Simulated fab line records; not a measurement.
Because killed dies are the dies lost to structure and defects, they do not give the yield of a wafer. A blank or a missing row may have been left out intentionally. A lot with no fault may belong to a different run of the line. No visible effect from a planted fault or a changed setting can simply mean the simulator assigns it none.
Which tool is to blame? -- flow sky130 -- 36 wafers from 12 lots sampled at 2 of the route's 708 steps

## WHAT THE GAUGES SHOWED, per wafer
SKY_VIA4_THK_MEAS_20: measures by xrf. Usual: VIA4_W_THK 511 nm, standard deviation 7.4.
lot,measured,on,VIA4_W_THK (nm),flag
L694,day 42 17:16,film_metro-02,497 513 507,
L695,day 43 06:20,film_metro-04,507 507 515,
L696,day 43 10:53,film_metro-02,521 518 522,
L697,day 43 15:15,film_metro-04,507 511 506,
L706,day 46 01:48,film_metro-04,522 508 508,
L705,day 46 02:06,film_metro-03,493 497 498,
L707,day 46 11:46,film_metro-04,517 512 508,
L709,day 47 04:43,film_metro-04,500 508 511,
L710,day 47 05:01,film_metro-02,515 499 510,
L712,day 47 17:25,film_metro-02,520 520 521,
L713,day 47 19:24,film_metro-04,498 500 509,
L714,day 48 15:36,film_metro-03,528 515 519,

## EACH LOT AND THE TOOL THAT RAN IT (in order: tool; ch and the chambers of the sampled wafers; start)
lot,SKY_VIA4_ETCH_12
L694,"rie_diel-02 ch 1,2,3, day 42 16:13"
L695,"rie_diel-02 ch 0,1,3, day 43 05:18"
L696,"rie_diel-01 ch 0,1,2, day 43 09:52"
L697,"rie_diel-04 ch 0,1,3, day 43 14:14"
L706,"rie_diel-01 ch 0,2,3, day 46 00:48"
L705,"rie_diel-04 ch 0,2,3, day 46 01:06"
L707,"rie_diel-02 ch 1,2,3, day 46 10:45"
L709,"rie_diel-02 ch 1,2,3, day 47 03:42"
L710,"rie_diel-01 ch 0,3, day 47 04:00"
L712,"rie_diel-04 ch 0,1,3, day 47 16:25"
L713,"rie_diel-04 ch 0,2, day 47 18:23"
L714,"rie_diel-01 ch 0,1, day 48 14:32"
- SKY_VIA4_ETCH_12: etches SiO2 in C4F8/O2/Ar, stops on TiN, target depth 580 nm.

## WHAT THE TOOLS THEMSELVES READ (means of the sampled wafers that have a number; where no wafer has one, the mark that the record gives instead)
SKY_VIA4_ETCH_12. Usual: oes_product_au reads 0.925 a.u. (standard deviation 0.0048).
lot,tool,oes_product_au (a.u.),flag
L694,rie_diel-02,0.929,
L695,rie_diel-02,0.932,
L696,rie_diel-01,0.924,
L697,rie_diel-04,0.927,
L706,rie_diel-01,0.926,
L705,rie_diel-04,0.923,
L707,rie_diel-02,0.928,
L709,rie_diel-02,0.924,
L710,rie_diel-01,0.925,
L712,rie_diel-04,0.926,
L713,rie_diel-04,0.923,
L714,rie_diel-01,0.928,

## THE ANSWER, worked out from the rows above alone
Rule: a lot counts as off when the mean over its wafers that have a number is more than 3 standard deviations away from the usual mean. Also off: a lot with no number at a reading for which 4 or more lots have one. Any other lot the step has rows for is counted as sound. The gauges are gone through in route order, then the tools' own readings, and for those a lot's mean is taken as printed above. At the first step where some lot is off, the reading lying furthest off is the one used; lots without a number count as furthest.
No lot is off at any reading shown: from this, nothing can be told.

## WHAT THE SIMULATOR HAD INSERTED
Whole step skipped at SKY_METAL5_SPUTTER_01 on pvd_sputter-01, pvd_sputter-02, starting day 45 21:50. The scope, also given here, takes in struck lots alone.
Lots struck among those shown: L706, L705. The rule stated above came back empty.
